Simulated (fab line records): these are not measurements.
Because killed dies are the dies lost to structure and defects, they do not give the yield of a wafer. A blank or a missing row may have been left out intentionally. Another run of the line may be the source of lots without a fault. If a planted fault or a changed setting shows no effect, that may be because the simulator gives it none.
Which tool was responsible? -- flow gf180mcu -- 39 wafers from 13 lots sampled at 5 of the route's 602 steps

## WHAT EACH GAUGE READ, for each wafer
GF_V1_THK_MEAS_03. Usual: V1_CVD_02_THK 846 nm, standard deviation 12.
lot,measured,on,V1_CVD_02_THK (nm),flag
L106,day 16 18:06,filmMetro-04,837 822 836,
L108,day 18 16:52,filmMetro-01,840 846 852,
L109,day 18 23:27,filmMetro-02,826 829 851,
L111,day 19 00:39,filmMetro-02,839 864 868,
L112,day 19 09:34,filmMetro-01,824 850 835,
L113,day 20 00:17,filmMetro-04,839 858 851,
L115,day 20 19:31,filmMetro-01,831 843 850,
L116,day 21 06:31,filmMetro-04,833 857 847,
L123,day 23 09:06,filmMetro-04,825 817 841,
L126,day 24 11:19,filmMetro-04,840 842 854,
L127,day 24 15:22,filmMetro-01,843 854 860,
L128,day 24 22:35,filmMetro-01,852 842 847,
L129,day 25 07:36,filmMetro-01,829 832 839,

## EACH LOT AND THE TOOL THAT RAN IT (in order: tool; ch and the chambers of the sampled wafers; start)
lot,GF_CONTACT_CVD_02,GF_M1_SPUTTER_03,GF_M1_METAL_ETCH_16,GF_M1_STRIP_17
L106,"pecvd-02 ch 0,1,2, day 14 20:51","pvdSputter-04, day 15 20:01","rieMetal-03 ch 0,1, day 16 17:15","plasmaAsher-01 ch 0,1, day 16 17:22"
L108,"pecvd-01 ch 0,1,2, day 16 17:42","pvdSputter-01, day 17 17:39","rieMetal-01 ch 0,1, day 18 16:01","plasmaAsher-01 ch 0,1, day 18 16:07"
L109,"pecvd-02 ch 1,2, day 16 23:09","pvdSputter-01, day 17 23:21","rieMetal-01 ch 1, day 18 22:34","plasmaAsher-02 ch 1, day 18 22:40"
L111,"pecvd-01 ch 0,2, day 16 23:50","pvdSputter-01, day 18 00:14","rieMetal-03 ch 0,1, day 18 23:47","plasmaAsher-02 ch 0,1, day 18 23:55"
L112,"pecvd-01 ch 0,2, day 17 07:39","pvdSputter-03, day 18 08:32","rieMetal-03 ch 0,1, day 19 08:40","plasmaAsher-04 ch 0,1, day 19 08:46"
L113,"pecvd-03 ch 0,1,2, day 17 21:36","pvdSputter-01, day 18 22:49","rieMetal-03 ch 0,1, day 19 23:27","plasmaAsher-02 ch 0,1, day 19 23:33"
L115,"pecvd-01 ch 0,1,2, day 18 16:21","pvdSputter-04, day 19 18:40","rieMetal-01 ch 0,1, day 20 18:40","plasmaAsher-02 ch 0,1, day 20 18:46"
L116,"pecvd-03 ch 1,2, day 19 03:46","pvdSputter-01, day 20 06:08","rieMetal-01 ch 0,1, day 21 05:40","plasmaAsher-04 ch 0,1, day 21 05:46"
L123,"pecvd-03 ch 1,2, day 21 07:35","pvdSputter-01, day 22 09:05","rieMetal-01 ch 0,1, day 23 08:13","plasmaAsher-01 ch 0,1, day 23 08:19"
L126,"pecvd-02 ch 0,2, day 22 11:56","pvdSputter-03, day 23 12:37","rieMetal-02 ch 0, day 24 10:28","plasmaAsher-04 ch 0,1, day 24 10:34"
L127,"pecvd-02 ch 0,1,2, day 22 15:39","pvdSputter-04, day 23 16:04","rieMetal-02 ch 0,1, day 24 14:31","plasmaAsher-01 ch 0, day 24 14:37"
L128,"pecvd-01 ch 0,1, day 22 23:32","pvdSputter-01, day 24 00:31","rieMetal-03 ch 0,1, day 24 21:44","plasmaAsher-04 ch 0,1, day 24 21:52"
L129,"pecvd-02 ch 1,2, day 23 08:43","pvdSputter-04, day 24 09:08","rieMetal-02 ch 0,1, day 25 06:46","plasmaAsher-02 ch 0,1, day 25 06:52"
- GF_CONTACT_CVD_02: deposits SiO2 from TEOS, target thk 860 nm, time 95.992 s.
- GF_M1_SPUTTER_03: material Ti, target thk 10 nm, time 6.7 s.
- GF_M1_METAL_ETCH_16: etches the open film in Cl2/BCl3, stops on SiO2, target depth 627.5 nm, time 104.6 s.
- GF_M1_STRIP_17: strips in O2/N2.

## WHAT THE TOOLS THEMSELVES READ (means of the sampled wafers that have a number; where no wafer has one, the mark that the record gives instead)
GF_CONTACT_CVD_02. Usual: heaterPowerW at 629 W, with a standard deviation of 81.
lot,tool,heaterPowerW (W),flag
L106,pecvd-02,596,
L108,pecvd-01,576,
L109,pecvd-02,616,
L111,pecvd-01,581,
L112,pecvd-01,585,
L113,pecvd-03,723,
L115,pecvd-01,553,
L116,pecvd-03,694,
L123,pecvd-03,683,
L126,pecvd-02,608,
L127,pecvd-02,632,
L128,pecvd-01,595,
L129,pecvd-02,621,

GF_M1_SPUTTER_03. Usual: throttleValvePct at 30.0 %, with a standard deviation of 0.52.
lot,tool,throttleValvePct (%),flag
L106,pvdSputter-04,30.2,
L108,pvdSputter-01,29.6,
L109,pvdSputter-01,29.8,
L111,pvdSputter-01,29.8,
L112,pvdSputter-03,30.6,
L113,pvdSputter-01,29.9,
L115,pvdSputter-04,29.8,
L116,pvdSputter-01,29.7,
L123,pvdSputter-01,29.9,
L126,pvdSputter-03,30.6,
L127,pvdSputter-04,29.5,
L128,pvdSputter-01,29.6,
L129,pvdSputter-04,29.5,

GF_M1_METAL_ETCH_16. Usual: chamberPressureMTorr 8.000 mTorr, standard deviation 0.0075; drypumpMotorCurrentA 5.7 A, standard deviation 0.35; oesProductAu 0.973 a.u., standard deviation 0.0076; rfFwdPowerW 796.0 W, standard deviation 2.5; throttleValvePct 28.250 %, standard deviation 0.012.
lot,tool,chamberPressureMTorr (mTorr),drypumpMotorCurrentA (A),oesProductAu (a.u.),rfFwdPowerW (W),throttleValvePct (%),flag
L106,rieMetal-03,8.002,5.4,0.979,795.6,28.248,
L108,rieMetal-01,7.999,5.8,0.967,795.4,28.251,
L109,rieMetal-01,7.996,6.2,0.978,797.9,28.243,
L111,rieMetal-03,8.000,5.4,0.968,797.5,28.258,
L112,rieMetal-03,8.004,5.4,0.963,796.9,28.250,
L113,rieMetal-03,8.007,5.4,0.972,793.8,28.244,
L115,rieMetal-01,8.003,6.1,0.980,793.1,28.250,
L116,rieMetal-01,8.000,6.0,0.971,794.7,28.257,
L123,rieMetal-01,8.004,5.9,0.918,712.3,28.309,OFF
L126,rieMetal-02,8.000,5.5,0.972,794.0,28.254,
L127,rieMetal-02,8.002,5.7,0.969,796.2,28.258,
L128,rieMetal-03,7.994,5.4,0.973,798.1,28.239,
L129,rieMetal-02,7.999,5.6,0.967,795.5,28.268,

GF_M1_STRIP_17. Usual: chamberPressureMTorr 1499.9 mTorr, standard deviation 1.3; drypumpMotorCurrentA 5.7 A, standard deviation 0.56; heaterPowerW 334 W, standard deviation 40; oesProductAu 0.558 a.u., standard deviation 0.0049; stripTimeToEndpointS 7.87 s, standard deviation 0.057.
lot,tool,chamberPressureMTorr (mTorr),drypumpMotorCurrentA (A),heaterPowerW (W),oesProductAu (a.u.),stripTimeToEndpointS (s),flag
L106,plasmaAsher-01,1499.3,5.8,322,0.554,7.84,
L108,plasmaAsher-01,1499.9,5.3,318,0.554,7.88,
L109,plasmaAsher-02,1498.9,5.7,297,0.558,7.89,
L111,plasmaAsher-02,1500.5,5.4,367,0.558,7.85,
L112,plasmaAsher-04,1500.9,5.9,324,0.555,7.82,
L113,plasmaAsher-02,1499.6,5.5,332,0.551,7.76,
L115,plasmaAsher-02,1499.3,5.5,326,0.555,7.89,
L116,plasmaAsher-04,1499.4,6.2,357,0.558,7.87,
L123,plasmaAsher-01,1500.1,5.3,317,0.568,8.10,OFF
L126,plasmaAsher-04,1500.5,5.9,324,0.561,7.90,
L127,plasmaAsher-01,1498.9,4.9,313,0.558,7.90,
L128,plasmaAsher-04,1500.2,6.2,354,0.559,7.81,
L129,plasmaAsher-02,1500.5,5.5,331,0.562,7.93,

## THE ANSWER, worked out from the rows above alone
Rule: a lot counts as off when the mean over its wafers that have a number is more than 3 standard deviations away from the usual mean. Also off: a lot with no number at a reading for which 4 or more lots have one. Where the step has rows for the other lots, those lots are counted as sound. After the gauges, taken in route order, come the tools' own readings; for these a lot's mean is taken, as printed above. At the first step where some lot is off, the reading lying furthest off is the one used; lots without a number count as furthest.
Off: L123 (GF_M1_METAL_ETCH_16, rfFwdPowerW).
If a tool, at that step or one of the process steps before it, ran each lot that is off and ran no sound lot following the first of them, it fits. Undecided on this evidence; 2 tools fit (pecvd-03 at GF_CONTACT_CVD_02, rieMetal-01 at GF_M1_METAL_ETCH_16).

## WHAT THE SIMULATOR PUT IN
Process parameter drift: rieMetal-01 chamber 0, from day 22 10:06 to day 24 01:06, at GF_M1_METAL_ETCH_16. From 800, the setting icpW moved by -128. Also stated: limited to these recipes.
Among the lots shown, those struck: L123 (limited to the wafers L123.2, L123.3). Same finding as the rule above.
